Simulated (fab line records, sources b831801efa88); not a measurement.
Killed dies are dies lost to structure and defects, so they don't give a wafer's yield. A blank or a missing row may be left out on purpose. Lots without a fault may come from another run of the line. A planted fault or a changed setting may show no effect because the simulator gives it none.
A struck lot beside a sound one | flow sky130 | 30 steps out of a route of 708
Sound: wafers L356.1, L356.3, L356.6. Struck: wafers L362.1, L362.4, L362.5. The cause comes at the end.
At each step with rows: each side's tool, then ch and its chambers, then its first start. Under that, the readings that differ: sound wafers | struck wafers | difference of the means | sigmas: that difference in standard deviations of wafers without a fault.
alike: readings whose means differ by less than 2 such deviations, and words and numbers that are the same on both sides. not compared: withheld readings, readings that some wafer has no value for, bounds like >300 that may hide the same value, and numbers for which the record gives no deviation and whose values overlap.
The two part at a step that has a row with sigmas, a row that says differs or no value, or rows on one side only. Numbers that don't overlap but have no deviation are shown without sigmas and don't part them. A reading that every wafer of one side lacks parts them only if that side has two wafers or more.

first, 5 steps without rows for these wafers: SKY_SONOS_ONO_COAT_08 (resist thk 1140 nm); SKY_SONOS_ONO_SOFTBAKE_09 (time 60 s); SKY_SONOS_ONO_EXPOSE_10 (exposes mask ONOM, target cd 410 nm); SKY_SONOS_ONO_PEB_11; SKY_SONOS_ONO_DEVELOP_12 (develop time 60 s).
SKY_SONOS_ONO_CD_MEAS_13: target cd 410 nm.
  sound on cd_sem-01, day 13 10:53; struck on cd_sem-01, day 16 06:08
  alike: cd_nm
SKY_SONOS_ONO_OVL_MEAS_14:
  sound on overlay-02, day 13 11:00; struck on overlay-01, day 16 06:16
  alike: SONOS_ONO_OVL
SKY_SONOS_ONO_ETCH_15: etches the open film in CHF3/O2, target depth 19.52 nm, time 7.8 s.
  sound on rie_diel-01 ch 1,3, day 13 11:02; struck on rie_diel-01 ch 1,2, day 16 06:18
  alike: drypump_motor_current_A, oes_product_au, rf_fwd_power_W, throttle_valve_pct
  not compared: rf_hours_counter_h
then, 1 step without rows for these wafers: SKY_SONOS_ONO_WET_ETCH_16 (etches SiO2 in dHF, target depth 14 nm, time 280 s).
SKY_SONOS_ONO_STRIP_17: strips in O2/N2.
  sound on plasma_asher-04 ch 0, day 13 11:09; struck on plasma_asher-03 ch 0,1, day 16 06:25
  alike: drypump_motor_current_A, oes_product_au, strip_time_to_endpoint_s
  not compared: rf_hours_counter_h
then, 2 steps without rows for these wafers: SKY_SONOS_ONO_WET_ETCH_18 (etches Si3N4 in H3PO4, target depth 15 nm, time 172 s); SKY_GATE_OXIDE_CLEAN_00 (cleans in SC1/SC2, time 150 s).
SKY_GATE_OXIDE_OXIDATION_01: stabilise 600 s, purge 300 s, target thk 10.268 nm.
  sound on furnace-01 ch 0, day 13 13:10; struck on furnace-01 ch 0, day 16 10:33
  reading                                           | sound             | struck               | difference | sigmas
  ox_time_s (s)                                     | 1473 1473 1473    | 1767.6 1767.6 1767.6 | +294.6     |
  model.SiO2_of_GATE_OXIDE_OXIDATION_01.thk_nm (nm) | 10.06 10.12 10.18 | 11.48 11.34 11.46    | +1.31      |
  alike: ox_temp_c_max, zone_power_lower_pct
SKY_GATE_OXIDE_THK_MEAS_02:
  sound on film_metro-02, day 13 14:35; struck on film_metro-03, day 16 11:58
  reading                          | sound             | struck            | difference | sigmas
  GATE_OXIDE_OXIDATION_00_THK (nm) | 10.09 10.13 10.17 | 11.50 11.28 11.45 | +1.28      | +6
then, 7 steps without rows for these wafers: SKY_GATE_OXIDE_DEHYDRATE_03 (time 60 s); SKY_GATE_OXIDE_HMDS_04 (prime time 60 s); SKY_GATE_OXIDE_COAT_05 (resist thk 1140 nm); SKY_GATE_OXIDE_SOFTBAKE_06 (time 60 s); SKY_GATE_OXIDE_EXPOSE_07 (exposes mask LVOM, target cd 600 nm); SKY_GATE_OXIDE_PEB_08; SKY_GATE_OXIDE_DEVELOP_09 (develop time 60 s).
SKY_GATE_OXIDE_OVL_MEAS_10:
  sound on overlay-02, day 14 16:40; struck on overlay-02, day 17 16:04
  alike: GATE_OXIDE_OVL
then, 2 steps without rows for these wafers: SKY_GATE_OXIDE_IMPLANT_11; SKY_GATE_OXIDE_WET_ETCH_12 (etches SiO2 in dHF, target depth 16.8 nm, time 336 s).
SKY_GATE_OXIDE_STRIP_13: strips in O2/N2.
  sound on plasma_asher-01 ch 0,1, day 14 16:58; struck on plasma_asher-03 ch 0,1, day 17 16:22
  alike: drypump_motor_current_A, oes_product_au, strip_time_to_endpoint_s
  not compared: rf_hours_counter_h
SKY_GATE_OXIDE_TW_MEAS_14:
  sound on film_metro-03, day 14 17:04; struck on film_metro-03, day 17 16:28
  alike: GATE_OXIDE_TW
then, 1 step without rows for these wafers: SKY_GATE_OXIDE_CLEAN_15 (cleans in SC1/SC2, time 150 s).
SKY_GATE_OXIDE_OXIDATION_16: stabilise 600 s, purge 300 s, target thk 3.57 nm.
  sound on furnace-02 ch 0, day 14 17:37; struck on furnace-01 ch 0, day 17 17:55
  reading                                           | sound             | struck            | difference | sigmas
  model.SiO2_of_GATE_OXIDE_OXIDATION_01.thk_nm (nm) | 11.42 11.49 11.52 | 12.76 12.63 12.74 | +1.23      |
  alike: ox_temp_c_max, ox_time_s, zone_power_lower_pct
then, 2 steps without rows for these wafers: SKY_POLY_GATE_CVD_00 (deposits poly-Si, target thk 180 nm, time 720 s); SKY_PAD_OPEN_PROBE_99.

WHERE THEY PART
Only at SKY_GATE_OXIDE_THK_MEAS_02, within this record. Later steps at which nothing parts them and some readings are alike: SKY_GATE_OXIDE_OVL_MEAS_10, SKY_GATE_OXIDE_STRIP_13, SKY_GATE_OXIDE_TW_MEAS_14, SKY_GATE_OXIDE_OXIDATION_16.

WHY: what the simulator had put in
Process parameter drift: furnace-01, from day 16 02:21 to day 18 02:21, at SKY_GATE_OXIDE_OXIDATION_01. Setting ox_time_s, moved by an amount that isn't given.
